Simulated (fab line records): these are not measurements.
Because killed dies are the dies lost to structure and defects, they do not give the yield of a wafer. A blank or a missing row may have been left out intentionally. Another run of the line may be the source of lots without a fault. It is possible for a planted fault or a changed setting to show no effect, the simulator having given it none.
The tool behind it: which one? ; flow sky130 ; 42 wafers from 14 lots sampled at 5 of the route's 708 steps

WHAT EACH GAUGE READ, for each wafer
SKY_LDD_LDN_OVL_MEAS_07. Usual: LDD_LDN_OVL 1.1 nm, standard deviation 1.4.
lot;measured;on;LDD_LDN_OVL (nm);flag
L966;day 22 15:57;overlay-01;1.9 2.0 1.2;
L967;day 23 03:23;overlay-02;-1.2 -1.6 -0.5;
L968;day 23 19:57;overlay-02;3.4 3.3 0.9;
L969;day 23 23:11;overlay-01;-0.4 1.4 0.8;
L970;day 24 20:15;overlay-01;0.3 -0.8 0.8;
L974;day 25 15:48;overlay-01;- 1.7 -;
L975;day 25 22:30;overlay-02;-1.8 - 1.5;
L980;day 27 17:32;overlay-01;1.7 0.0 0.5;
L983;day 29 16:55;overlay-01;0.8 1.4 1.2;
L985;day 29 20:35;overlay-02;1.0 0.3 0.1;
L986;day 29 21:14;overlay-01;-0.6 -1.5 0.1;
L987;day 30 03:30;overlay-02;2.3 4.3 2.7;
L988;day 30 07:33;overlay-02;0.0 1.8 1.1;
L989;day 30 20:09;overlay-01;1.3 1.5 1.0;

SKY_LDD_LDN_TW_MEAS_13. Usual: LDD_LDN_TW 1470, standard deviation 9.1.
lot;measured;on;LDD_LDN_TW;flag
L966;day 22 16:41;film-metro-04;1459 1458 1464;
L967;day 23 04:07;film-metro-01;1467 1477 1465;
L968;day 23 20:41;film-metro-01;1473 1473 1468;
L969;day 23 23:55;film-metro-03;1474 1479 1477;
L970;day 24 20:59;film-metro-04;1462 1466 1460;
L974;day 25 16:32;film-metro-04;29 1457 29;OFF
L975;day 25 23:14;film-metro-01;1472 30 1477;OFF
L980;day 27 18:17;film-metro-03;1479 1480 1472;
L983;day 29 17:39;film-metro-01;1474 1473 1474;
L985;day 29 21:20;film-metro-04;1461 1461 1454;
L986;day 29 21:58;film-metro-04;1466 1455 1467;
L987;day 30 04:14;film-metro-01;1484 1471 1478;
L988;day 30 08:17;film-metro-01;1475 1478 1484;
L989;day 30 20:53;film-metro-01;1482 1476 1475;

SKY_POLY_CUT_OVL_MEAS_09. Usual: POLY_CUT_OVL -3 nm, standard deviation 6.4.
lot;measured;on;POLY_CUT_OVL (nm);flag
L966;day 24 00:35;overlay-02;-2 2 -3;
L967;day 24 11:27;overlay-02;6 4 0;
L968;day 25 03:27;overlay-02;-8 -10 -6;
L969;day 25 06:57;overlay-02;12 10 7;
L970;day 26 03:27;overlay-01;-11 -2 2;
L974;day 26 23:29;overlay-01;-9 -11 -7;
L975;day 27 05:33;overlay-02;-6 -9 -13;
L980;day 29 01:07;overlay-02;-6 1 -16;
L983;day 30 23:29;overlay-01;-5 -2 1;
L985;day 31 03:43;overlay-01;8 5 5;
L986;day 31 03:28;overlay-02;-2 -1 9;
L987;day 31 10:09;overlay-02;0 -1 2;
L988;day 31 14:38;overlay-01;-13 -11 -13;
L989;day 32 03:04;overlay-02;-8 8 3;

EACH LOT AND THE TOOL THAT RAN IT (in order: tool; ch and the chambers of the sampled wafers; start)
lot;SKY_LDD_HVP_STRIP_09;SKY_LDD_LDN_DEVELOP_06
L966;plasma-asher-01 ch 0,1, day 21 09:18;litho-track-01 ch 0, day 22 15:48
L967;plasma-asher-03 ch 0, day 21 21:39;litho-track-02 ch 0, day 23 03:15
L968;plasma-asher-04 ch 0,1, day 22 13:40;litho-track-01 ch 0, day 23 19:48
L969;plasma-asher-01 ch 0,1, day 22 16:43;litho-track-04 ch 0, day 23 23:02
L970;plasma-asher-01 ch 0,1, day 23 14:33;litho-track-01 ch 0, day 24 20:06
L974;plasma-asher-03 ch 0,1, day 24 10:34;litho-track-01 ch 0, day 25 15:40
L975;plasma-asher-01 ch 0,1, day 24 17:05;litho-track-01 ch 0, day 25 22:21
L980;plasma-asher-01 ch 0,1, day 26 12:06;litho-track-04 ch 0, day 27 17:27
L983;plasma-asher-01 ch 0,1, day 28 12:37;litho-track-01 ch 0, day 29 16:48
L985;plasma-asher-01 ch 0,1, day 28 17:00;litho-track-04 ch 0, day 29 20:29
L986;plasma-asher-01 ch 0,1, day 28 18:34;litho-track-02 ch 0, day 29 21:05
L987;plasma-asher-01 ch 0,1, day 28 23:43;litho-track-01 ch 0, day 30 03:21
L988;plasma-asher-03 ch 0,1, day 29 03:36;litho-track-01 ch 0, day 30 07:25
L989;plasma-asher-01 ch 0,1, day 29 15:31;litho-track-01 ch 0, day 30 20:01
- SKY_LDD_HVP_STRIP_09: strips in O2/N2.
- SKY_LDD_LDN_DEVELOP_06: develop time 60 s.

WHAT THE TOOLS THEMSELVES READ (means of the sampled wafers that have a number; where no wafer has one, the mark that the record gives instead)
SKY_LDD_HVP_STRIP_09. Usual: drypump-motor-current-A 5.56 A, standard deviation 0.25; oes-product-au 0.408 a.u., standard deviation 0.0043; strip-time-to-endpoint-s 4.135 s, standard deviation 0.013.
lot;tool;drypump-motor-current-A (A);oes-product-au (a.u.);strip-time-to-endpoint-s (s);flag
L966;plasma-asher-01;5.50;0.411;4.140;
L967;plasma-asher-03;5.20;0.410;4.141;
L968;plasma-asher-04;5.86;0.412;4.129;
L969;plasma-asher-01;5.45;0.411;4.144;
L970;plasma-asher-01;5.49;0.411;4.135;
L974;plasma-asher-03;5.45;0.409;4.138;
L975;plasma-asher-01;5.46;0.404;4.135;
L980;plasma-asher-01;5.48;0.410;4.137;
L983;plasma-asher-01;5.47;0.405;4.112;
L985;plasma-asher-01;5.50;0.412;4.123;
L986;plasma-asher-01;5.49;0.411;4.133;
L987;plasma-asher-01;5.50;0.410;4.152;
L988;plasma-asher-03;5.69;0.412;4.125;
L989;plasma-asher-01;5.43;0.406;4.141;

THE ANSWER, worked out from the rows above alone
Rule: lot off if the mean of its wafers having a number is beyond 3 standard deviations from the usual mean. Also off: a lot with no number at a reading for which 4 or more lots have one. All remaining lots with rows at the step are treated as sound. Order of review: gauges by route order, followed by the tools' own readings, for which a lot's mean as printed above is used. The first step at which some lot is off is used, and at that step the reading that is off furthest; a lot without a number counts as furthest.
Off: L974, L975, seen at SKY_LDD_LDN_TW_MEAS_13 (LDD_LDN_TW).
A tool fits if, at a process step before that reading, it ran every lot that is off, and no sound lot after the first of them. Those tools and the gauges at SKY_LDD_LDN_TW_MEAS_13 are tried in the same way. No candidate that was tried fits.

WHAT THE SIMULATOR HAD PUT IN
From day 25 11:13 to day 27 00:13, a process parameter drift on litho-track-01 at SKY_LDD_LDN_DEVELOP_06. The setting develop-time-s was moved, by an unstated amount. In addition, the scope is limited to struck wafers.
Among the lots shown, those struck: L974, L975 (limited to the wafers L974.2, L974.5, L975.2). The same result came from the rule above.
